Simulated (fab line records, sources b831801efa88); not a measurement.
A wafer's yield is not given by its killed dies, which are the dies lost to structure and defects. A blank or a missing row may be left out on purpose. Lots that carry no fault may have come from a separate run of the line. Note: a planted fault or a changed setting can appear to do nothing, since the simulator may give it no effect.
Which tool did it? + flow sky130 + 36 wafers from 12 lots sampled at 3 of the route's 708 steps

## WHAT EACH GAUGE READ, for each wafer
SKY_CONTACT_RS_MEAS_25: a four-point-probe measurement. Usual: CONTACT_W_RS typically reads 0.339 ohm/sq, with standard deviation 0.0033.
| lot  | measured     | on            | CONTACT_W_RS (ohm/sq) | flag |
|------|--------------|---------------|-----------------------|------|
| L902 | day 31 05:31 | film-metro-01 | 0.336 0.337 0.339     |      |
| L903 | day 31 21:41 | film-metro-01 | 0.338 0.340 0.340     |      |
| L905 | day 32 06:59 | film-metro-02 | 0.334 0.339 0.335     |      |
| L907 | day 33 05:03 | film-metro-03 | 0.339 0.341 0.338     |      |
| L908 | day 33 16:34 | film-metro-01 | 0.341 0.338 0.336     |      |
| L909 | day 33 23:59 | film-metro-01 | 0.338 0.329 0.336     |      |
| L910 | day 34 10:25 | film-metro-02 | 0.337 0.342 0.332     |      |
| L912 | day 34 18:01 | film-metro-02 | 0.339 0.344 0.341     |      |
| L911 | day 34 20:34 | film-metro-01 | 0.338 0.341 0.341     |      |
| L919 | day 36 21:14 | film-metro-02 | 0.322 0.324 0.328     | OFF  |
| L920 | day 37 10:19 | film-metro-01 | 0.329 0.324 0.327     | OFF  |
| L922 | day 37 20:03 | film-metro-02 | 0.338 0.341 0.340     |      |

## WHAT TOOL EACH LOT RAN ON (gives the tool, then ch and the chambers of the sampled wafers, and finally the start)
| lot  | SKY_LI_CONTACT_SPUTTER_20    | SKY_CONTACT_CVD_24            |
|------|------------------------------|-------------------------------|
| L902 | pvd-sputter-02, day 28 17:38 | cvd-w-01 ch 1, day 31 05:19   |
| L903 | pvd-sputter-01, day 29 10:45 | cvd-w-02 ch 0, day 31 21:33   |
| L905 | pvd-sputter-01, day 29 20:25 | cvd-w-01 ch 0,1, day 32 06:52 |
| L907 | pvd-sputter-03, day 30 17:44 | cvd-w-01 ch 0,1, day 33 04:56 |
| L908 | pvd-sputter-02, day 31 06:25 | cvd-w-01 ch 0,1, day 33 16:26 |
| L909 | pvd-sputter-01, day 31 13:46 | cvd-w-02 ch 0,1, day 33 23:51 |
| L910 | pvd-sputter-03, day 31 23:50 | cvd-w-02 ch 0,1, day 34 10:17 |
| L912 | pvd-sputter-01, day 32 08:57 | cvd-w-02 ch 0,1, day 34 17:54 |
| L911 | pvd-sputter-01, day 32 11:41 | cvd-w-01 ch 1, day 34 20:28   |
| L919 | pvd-sputter-03, day 34 13:11 | cvd-w-02 ch 0,1, day 36 21:07 |
| L920 | pvd-sputter-03, day 35 02:28 | cvd-w-02 ch 0, day 37 10:05   |
| L922 | pvd-sputter-02, day 35 12:32 | cvd-w-01 ch 0,1, day 37 19:56 |
- SKY_LI_CONTACT_SPUTTER_20: material TiN, target thk 20 nm, time 80 s.
- SKY_CONTACT_CVD_24: deposits W, target thk 340 nm, time 102.12 s.

## AS READ BY THE TOOLS THEMSELVES (means over the sampled wafers that have a number; for cases with no such wafer, the mark the record gives instead)
SKY_LI_CONTACT_SPUTTER_20. Usual: throttle-valve-pct at 30.0 %, with a standard deviation of 1.
| lot  | tool           | throttle-valve-pct (%) | flag |
|------|----------------|------------------------|------|
| L902 | pvd-sputter-02 | 29.6                   |      |
| L903 | pvd-sputter-01 | 30.4                   |      |
| L905 | pvd-sputter-01 | 30.1                   |      |
| L907 | pvd-sputter-03 | 30.8                   |      |
| L908 | pvd-sputter-02 | 28.6                   |      |
| L909 | pvd-sputter-01 | 30.8                   |      |
| L910 | pvd-sputter-03 | 30.6                   |      |
| L912 | pvd-sputter-01 | 30.4                   |      |
| L911 | pvd-sputter-01 | 30.6                   |      |
| L919 | pvd-sputter-03 | 30.5                   |      |
| L920 | pvd-sputter-03 | 29.9                   |      |
| L922 | pvd-sputter-02 | 28.9                   |      |

SKY_CONTACT_CVD_24. Usual: chamber-pressure-Torr 40.01 Torr, standard deviation 0.092; heater-power-outer-w 516 W, standard deviation 56; heater-power-w 842 W, standard deviation 87.
| lot  | tool     | chamber-pressure-Torr (Torr) | heater-power-outer-w (W) | heater-power-w (W) | flag |
|------|----------|------------------------------|--------------------------|--------------------|------|
| L902 | cvd-w-01 | 39.91                        | 518                      | 811                |      |
| L903 | cvd-w-02 | 40.02                        | 577                      | 961                |      |
| L905 | cvd-w-01 | 39.99                        | 529                      | 821                |      |
| L907 | cvd-w-01 | 39.96                        | 526                      | 828                |      |
| L908 | cvd-w-01 | 40.14                        | 531                      | 826                |      |
| L909 | cvd-w-02 | 40.12                        | 520                      | 895                |      |
| L910 | cvd-w-02 | 39.97                        | 477                      | 814                |      |
| L912 | cvd-w-02 | 39.96                        | 531                      | 894                |      |
| L911 | cvd-w-01 | 39.97                        | 527                      | 828                |      |
| L919 | cvd-w-02 | 44.05                        | 519                      | 894                | OFF  |
| L920 | cvd-w-02 | 43.89                        | 580                      | 977                | OFF  |
| L922 | cvd-w-01 | 40.13                        | 525                      | 818                |      |

## THE ANSWER, worked out from the rows above alone
Rule: a lot counts as off when the mean over its wafers that have a number is more than 3 standard deviations away from the usual mean. A lot without any number at a reading at which 4 lots or more have one is off too. All remaining lots with rows at the step are treated as sound. First the gauges in route order, then the tools' own readings, where a lot's mean is used as printed above. At the first step where some lot is off, the reading lying furthest off is the one used; lots without a number count as furthest.
Off: L919, L920, at SKY_CONTACT_RS_MEAS_25 (CONTACT_W_RS).
If a tool, at a process step before that reading, ran all the lots that are off and no sound lot after the first of them, it fits. Not tried: the gauges at SKY_CONTACT_RS_MEAS_25; whatever is off there is also off at SKY_CONTACT_CVD_24, on other tools, and gauge error can't account for it. This does not decide it: 2 tools fit, namely pvd-sputter-03 at SKY_LI_CONTACT_SPUTTER_20 and cvd-w-02 at SKY_CONTACT_CVD_24.

## WHAT HAD BEEN PUT IN BY THE SIMULATOR
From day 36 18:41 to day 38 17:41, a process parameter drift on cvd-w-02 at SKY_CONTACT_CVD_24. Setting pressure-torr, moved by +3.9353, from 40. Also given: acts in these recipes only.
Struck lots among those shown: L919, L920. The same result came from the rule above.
